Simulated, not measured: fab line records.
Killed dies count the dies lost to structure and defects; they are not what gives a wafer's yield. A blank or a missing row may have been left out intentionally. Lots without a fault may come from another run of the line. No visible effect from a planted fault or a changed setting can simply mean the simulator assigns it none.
Struck lot and sound lot, side by side / flow gf180mcu / 24 steps out of a route of 602
Sound: wafers L848.2, L848.5, L848.6. Wafers struck: L846.1, L846.5, L846.6. The cause is given at the end.
Per side, at each step with rows, come the tool, then ch with its chambers, and then its first start. Under that, the readings that differ: sound wafers / struck wafers / difference of the means / sigmas: that difference in standard deviations of wafers without a fault.
alike: readings whose means differ by less than 2 such deviations, and words and numbers that are the same on both sides. not compared: withheld readings, readings that some wafer has no value for, bounds like >300 that may hide the same value, and numbers for which the record gives no deviation and whose values overlap.
Wherever a step has rows on one side only, a row that says differs or no value, or a row with sigmas, the two part there. When numbers do not overlap yet have no deviation, they are printed without sigmas and do not part them. Lack of a reading on every wafer of one side parts them only where that side has two or more wafers.

first, 4 steps without rows for these wafers: GF_TOP_METAL_SOFTBAKE_10 (time 60 s); GF_TOP_METAL_EXPOSE_11 (exposes mask MetalTop, target cd 440 nm); GF_TOP_METAL_PEB_12; GF_TOP_METAL_DEVELOP_13 (develop time 60 s).
GF_TOP_METAL_CD_MEAS_14: the cd target is 440 nm.
  sound: cd_sem-01 at day 30 22:23; struck: cd_sem-02 at day 30 17:26
  alike: cd_nm
GF_TOP_METAL_OVL_MEAS_15:
  sound: overlay-02 at day 30 22:29; struck: overlay-01 at day 30 17:34
  alike: TOP_METAL_OVL
GF_TOP_METAL_METAL_ETCH_16: etches the open film in Cl2/BCl3, stops on SiO2, target depth 1077.5 nm, time 179.6 s.
  sound on rie_metal-03 ch 0,1, day 30 22:31; struck on rie_metal-04 ch 0,1, day 30 17:35
  alike: drypump_motor_current_A, he_backside_leak_sccm, mfc_cl2_sccm, oes_product_au, throttle_valve_pct
  not compared: rf_hours_counter_h
GF_TOP_METAL_STRIP_17: strips in O2/N2.
  sound on plasma_asher-01 ch 0,1, day 30 22:42; struck on plasma_asher-01 ch 0,1, day 30 17:46
  alike: drypump_motor_current_A, heater_power_w, oes_product_au, strip_time_to_endpoint_s
  not compared: rf_hours_counter_h
then, 2 steps without rows for these wafers: GF_TOP_METAL_STRIP_18 (strips in post etch residue remover, time 1200 s); GF_TOP_METAL_CLEAN_19 (cleans in DIW).
GF_PASSIVATION_CVD_00: deposits SiO2 from TEOS, target thk 1000 nm, time 111.95 s.
  sound on pecvd-03 ch 0,2, day 30 23:14; struck on pecvd-01 ch 0,1,2, day 30 18:20
  alike: heater_power_w, rf_fwd_power_W
GF_PASSIVATION_THK_MEAS_01:
  sound: film_metro-01 at day 30 23:19; struck: film_metro-01 at day 30 18:25
  alike: PASSIVATION_CVD_00_THK
GF_PASSIVATION_CVD_02: deposits Si3N4, target thk 700 nm, time 486.18 s.
  sound on pecvd-01 ch 0,1, day 30 23:22; struck on pecvd-04 ch 0,1,2, day 30 18:28
reading=rf_fwd_power_W (W); sound=449.4 451.5 450.8; struck=521.6 523.2 520.5; difference=+71.2; sigmas=+51
reading=model.Si3N4_of_PASSIVATION_CVD_02.thk_nm (nm); sound=702.3 712.3 706.6; struck=725.2 725.6 746.6; difference=+25.4; sigmas=
  alike: heater_power_w
GF_PASSIVATION_THK_MEAS_03:
  sound: film_metro-01 at day 30 23:40; struck: film_metro-04 at day 30 18:46
reading=PASSIVATION_CVD_02_THK (nm); sound=702 712 706; struck=725 726 747; difference=+26; sigmas=+3
then, 7 steps without rows for these wafers: GF_PASSIVATION_DEHYDRATE_04 (time 60 s); GF_PASSIVATION_HMDS_05 (prime time 60 s); GF_PASSIVATION_COAT_06 (resist thk 4000 nm); GF_PASSIVATION_SOFTBAKE_07; GF_PASSIVATION_EXPOSE_08 (exposes mask Pad, target cd 40000 nm); GF_PASSIVATION_PEB_09; GF_PASSIVATION_DEVELOP_10 (develop time 60 s).
GF_PASSIVATION_ETCH_11: etches the open film in CF4/O2, stops on TiN, target depth 1800 nm, time 408.5 s.
  sound on rie_diel-03 ch 1,2, day 31 18:16; struck on rie_diel-01 ch 0,1,3, day 31 13:13
  alike: drypump_motor_current_A, oes_product_au, throttle_valve_pct
  not compared: rf_hours_counter_h, model.PASSIVATION.feature_depth_nm, model.etch.depth_nm
GF_PASSIVATION_STRIP_12: strips in O2/N2.
  sound on plasma_asher-01 ch 0,1, day 31 18:31; struck on plasma_asher-02 ch 0,1, day 31 13:28
  alike: drypump_motor_current_A, heater_power_w, oes_product_au, strip_time_to_endpoint_s
  not compared: rf_hours_counter_h
GF_PASSIVATION_PROBE_99:
  the record has rows for the struck wafers here (prober-01, day 31 15:11) and none for the sound ones

== WHERE THEY PART ==
Last at GF_PASSIVATION_PROBE_99 as far as this record goes, first at GF_PASSIVATION_CVD_02.

WHY: the cause the simulator had injected
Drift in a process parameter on pecvd-04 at GF_PASSIVATION_CVD_02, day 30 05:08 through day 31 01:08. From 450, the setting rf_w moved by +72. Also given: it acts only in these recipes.
